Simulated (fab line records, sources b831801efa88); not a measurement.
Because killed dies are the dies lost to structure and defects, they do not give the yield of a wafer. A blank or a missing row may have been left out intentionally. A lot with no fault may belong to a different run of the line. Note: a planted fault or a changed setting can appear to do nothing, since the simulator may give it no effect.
Which tool was responsible?    flow sky130    Sampling: 11 lots, 33 wafers, 4 of 708 route steps

== WHAT THE GAUGES SHOWED, per wafer ==
SKY_METAL1_RS_MEAS_05: uses a four-point probe to measure.
lot   measured      on            METAL1_ALCU_RS (ohm/sq)
L940  day 31 09:17  filmMetro-01  0.1254 0.1255 0.1260
L943  day 32 15:12  filmMetro-01  0.1262 0.1263 0.1264
L942  day 32 17:19  filmMetro-01  0.1259 0.1259 0.1259
L944  day 33 03:40  filmMetro-04  0.1264 0.1263 0.1268
L947  day 33 15:22  filmMetro-01  0.1261 0.1250 0.1254
L950  day 35 00:07  filmMetro-04  0.1267 0.1276 0.1267
L953  day 37 12:44  filmMetro-03  0.1275 0.1273 0.1265
L957  day 37 15:56  filmMetro-03  0.1271 0.1269 0.1280
L959  day 37 17:44  filmMetro-03  0.1279 0.1264 0.1273
L962  day 39 09:26  filmMetro-03  0.1262 0.1258 0.1261
L963  day 39 11:45  filmMetro-03  0.1249 0.1244 0.1257

== EACH LOT AND THE TOOL THAT RAN IT (in order: tool; ch and the chambers of the sampled wafers; start) ==
lot   SKY_LI_CONTACT_CVD_21         SKY_CONTACT_ETCH_17                SKY_CONTACT_ETCH_18
L940  cvdW-01 ch 0,1, day 28 22:09  rieDiel-03 ch 0,1,3, day 31 07:47  rieDiel-03 ch 0,1,3, day 31 09:17 or earlier
L943  cvdW-01 ch 0,1, day 30 04:18  rieDiel-04 ch 2,3, day 32 13:42    rieDiel-04 ch 2,3, day 32 15:12 or earlier
L942  cvdW-01 ch 0,1, day 30 04:52  rieDiel-03 ch 0,1, day 32 15:48    rieDiel-03 ch 0,1, day 32 17:19 or earlier
L944  cvdW-02 ch 0,1, day 30 15:16  rieDiel-01 ch 0,2,3, day 33 02:11  rieDiel-01 ch 0,2,3, day 33 03:40 or earlier
L947  cvdW-02 ch 0,1, day 31 04:55  rieDiel-04 ch 0,1,3, day 33 13:52  rieDiel-04 ch 0,1,3, day 33 15:22 or earlier
L950  cvdW-01 ch 0,1, day 32 15:19  rieDiel-01 ch 0,1, day 34 22:33    rieDiel-01 ch 0,1, day 35 00:07 or earlier
L953  cvdW-02 ch 0,1, day 35 03:01  rieDiel-01 ch 0,2, day 37 11:12    rieDiel-01 ch 0,2, day 37 12:44 or earlier
L957  cvdW-01 ch 0,1, day 35 06:39  rieDiel-01 ch 0,3, day 37 14:24    rieDiel-01 ch 0,3, day 37 15:56 or earlier
L959  cvdW-02 ch 0,1, day 35 09:38  rieDiel-04 ch 1,2,3, day 37 16:12  rieDiel-04 ch 1,2,3, day 37 17:44 or earlier
L962  cvdW-02 ch 0,1, day 37 02:40  rieDiel-03 ch 2,3, day 39 07:49    rieDiel-03 ch 2,3, day 39 09:26 or earlier
L963  cvdW-02 ch 0,1, day 37 04:25  rieDiel-03 ch 0,2,3, day 39 10:16  rieDiel-03 ch 0,2,3, day 39 11:45 or earlier
- SKY_LI_CONTACT_CVD_21: deposits W, target thk 400 nm, time 120.56 s.
- SKY_CONTACT_ETCH_17: etches SiO2 in C4F8/O2/Ar, stops on Si3N4, target depth 340 nm.
- SKY_CONTACT_ETCH_18: etches Si3N4 in CHF3/O2, stops on TiN, time 39 s, target depth 75 nm.

== WHAT THE TOOLS THEMSELVES READ (means of the sampled wafers that have a number; where no wafer has one, the mark that the record gives instead) ==
SKY_LI_CONTACT_CVD_21.
lot   tool     heaterPowerW (W)
L940  cvdW-01  925
L943  cvdW-01  1025
L942  cvdW-01  937
L944  cvdW-02  902
L947  cvdW-02  852
L950  cvdW-01  942
L953  cvdW-02  857
L957  cvdW-01  945
L959  cvdW-02  919
L962  cvdW-02  867
L963  cvdW-02  925

SKY_CONTACT_ETCH_17.
lot   tool        chamberPressureMTorr (mTorr)  oesProductAu (a.u.)  rfFwdPowerW (W)
L940  rieDiel-03  39.98                         0.892                1484
L943  rieDiel-04  39.99                         0.889                1490
L942  rieDiel-03  39.99                         0.892                1485
L944  rieDiel-01  39.99                         0.893                1487
L947  rieDiel-04  40.02                         0.894                1489
L950  rieDiel-01  40.02                         0.892                1486
L953  rieDiel-01  40.03                         0.891                1729
L957  rieDiel-01  40.02                         0.891                1720
L959  rieDiel-04  40.04                         0.891                1485
L962  rieDiel-03  39.99                         0.891                1491
L963  rieDiel-03  40.03                         0.890                1486

SKY_CONTACT_ETCH_18.
lot   tool        chamberPressureMTorr (mTorr)  drypumpMotorCurrentA (A)  oesProductAu (a.u.)  rfFwdPowerW (W)  throttleValvePct (%)
L940  rieDiel-03  40.02                         5.3                       0.853                591.9            8.799
L943  rieDiel-04  40.02                         6.3                       0.868                593.4            8.795
L942  rieDiel-03  40.01                         5.2                       0.856                591.7            8.787
L944  rieDiel-01  40.00                         6.0                       0.847                590.5            8.793
L947  rieDiel-04  39.99                         5.8                       0.860                594.8            8.783
L950  rieDiel-01  40.02                         6.1                       0.857                593.8            8.793
L953  rieDiel-01  39.99                         6.0                       0.830                594.4            8.792
L957  rieDiel-01  40.03                         5.8                       0.821                591.0            8.782
L959  rieDiel-04  39.98                         6.1                       0.867                593.9            8.791
L962  rieDiel-03  39.97                         6.1                       0.854                593.7            8.791
L963  rieDiel-03  40.01                         5.5                       0.852                592.1            8.793

== THE ANSWER, worked out from the rows above alone ==
Rule: usual is defined by the lots themselves. Put in order of their means at a reading, lots are off if they are a third of the lots or fewer, leave a main group of 4 or more, and stand apart from it by a gap of 3 or more times the standard deviation of the main group's means; of several such gaps the widest counts. The tables above print the reading to a certain number of digits; a main group whose means all agree to those digits is not used. A lot without any number at a reading at which 4 lots or more have one is off too. Any other lot the step has rows for is counted as sound. First the gauges in route order, then the tools' own readings, where a lot's mean is used as printed above. At the first step where some lot is off, the reading lying furthest off is the one used; lots without a number count as furthest.
Off: L953, L957 (SKY_CONTACT_ETCH_17, rfFwdPowerW). The main group has a mean of 1487 W with a standard deviation of 2.3.
A tool fits if, at that step or a process step before it, it ran every lot that is off, and no sound lot after the first of them. One candidate fits, namely rieDiel-01 at SKY_CONTACT_ETCH_17. A fault onset in the window from L950 (day 34 22:33, its last sound lot) to L953 (day 37 11:12, its first lot off) fits.
The tool's own readings at SKY_CONTACT_ETCH_17 bear it out: on the lots that are off they differ by more than 5 times the standard deviation of the sound lots' means. rfFwdPowerW reads 1724 W there against 1487 W on the sound lots.

== WHAT HAD BEEN PUT IN BY THE SIMULATOR ==
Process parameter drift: rieDiel-01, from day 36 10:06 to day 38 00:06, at SKY_CONTACT_ETCH_17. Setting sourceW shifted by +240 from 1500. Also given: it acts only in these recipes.
Struck lots among those shown: L953, L957. The rule above reached the same finding.
